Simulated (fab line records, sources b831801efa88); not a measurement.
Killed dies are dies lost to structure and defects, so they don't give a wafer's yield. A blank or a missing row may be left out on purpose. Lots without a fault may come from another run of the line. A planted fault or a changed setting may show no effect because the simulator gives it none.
Chamber matching | flow sky130 | SKY_VIA3_ETCH_15 on rie_diel-02: 4 sister chambers
The step etches SiO2 in C4F8/O2/Ar, stops on TiN, target depth 507 nm, time 78 s. 22 wafers are shown with their chamber, then 11 later ones without.

WAFERS WITH THEIR CHAMBER
wafer  | chamber | oes_product_au (a.u.)
L075.1 | 1       | 0.949
L075.5 | 2       | 0.948
L075.6 | 3       | 0.942
L076.2 | 2       | 0.947
L076.3 | 3       | 0.936
L076.5 | 0       | 0.942
L081.1 | 1       | 0.952
L081.3 | 2       | 0.940
L081.4 | 3       | 0.939
L082.2 | 0       | 0.951
L082.5 | 3       | 0.957
L082.6 | 0       | 0.941
L085.1 | 1       | 0.946
L085.2 | 3       | 0.954
L085.3 | 2       | 0.946
L085.4 | 2       | 0.954
L085.5 | 1       | 0.956
L085.6 | 3       | 0.947
L084.3 | 3       | 0.949
L084.5 | 3       | 0.950
L084.6 | 1       | 0.948
L088.2 | 1       | 0.945

SIGNATURES (means of the wafers above)
reading        | chamber 0 | chamber 1 | chamber 2 | chamber 3 | scatter within a chamber
oes_product_au | 0.94467   | 0.94933   | 0.94700   | 0.94675   | 0.00585
Rule: a wafer's distance from a chamber is the root of the sum, over the readings, of the square of ((its reading less the chamber's mean) divided by the reading's scatter). The wafer belongs to the nearest chamber; if the next one is less than 2 further off, it can't be placed. The scatter: the root of (the sum of the squares of (reading less its chamber's mean) over the shown wafers, divided by (wafers less chambers)).

WAFERS WITHOUT THEIR CHAMBER
wafer  | oes_product_au (a.u.)
L088.3 | 0.940
L088.6 | 0.948
L093.1 | 0.950
L093.2 | 0.939
L093.6 | 0.947
L094.1 | 0.946
L094.5 | 0.949
L094.6 | 0.940
L096.3 | 0.943
L096.4 | 0.944
L096.6 | 0.940

WHICH CHAMBER EACH WENT THROUGH
wafer  | from the rows above               | in truth
L088.3 | can't be placed: 0 or 3 or 2 or 1 | 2
L088.6 | can't be placed: 2 or 3 or 1 or 0 | 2
L093.1 | can't be placed: 1 or 2 or 3 or 0 | 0
L093.2 | can't be placed: 0 or 3 or 2 or 1 | 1
L093.6 | can't be placed: 2 or 3 or 0 or 1 | 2
L094.1 | can't be placed: 3 or 2 or 0 or 1 | 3
L094.5 | can't be placed: 1 or 2 or 3 or 0 | 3
L094.6 | can't be placed: 0 or 3 or 2 or 1 | 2
L096.3 | can't be placed: 0 or 3 or 2 or 1 | 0
L096.4 | can't be placed: 0 or 3 or 2 or 1 | 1
L096.6 | can't be placed: 0 or 3 or 2 or 1 | 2
Placed correctly: 0 of 11. Can't be placed from these rows: 11 (the true chamber is among the candidates in 11). Placed wrongly: 0.
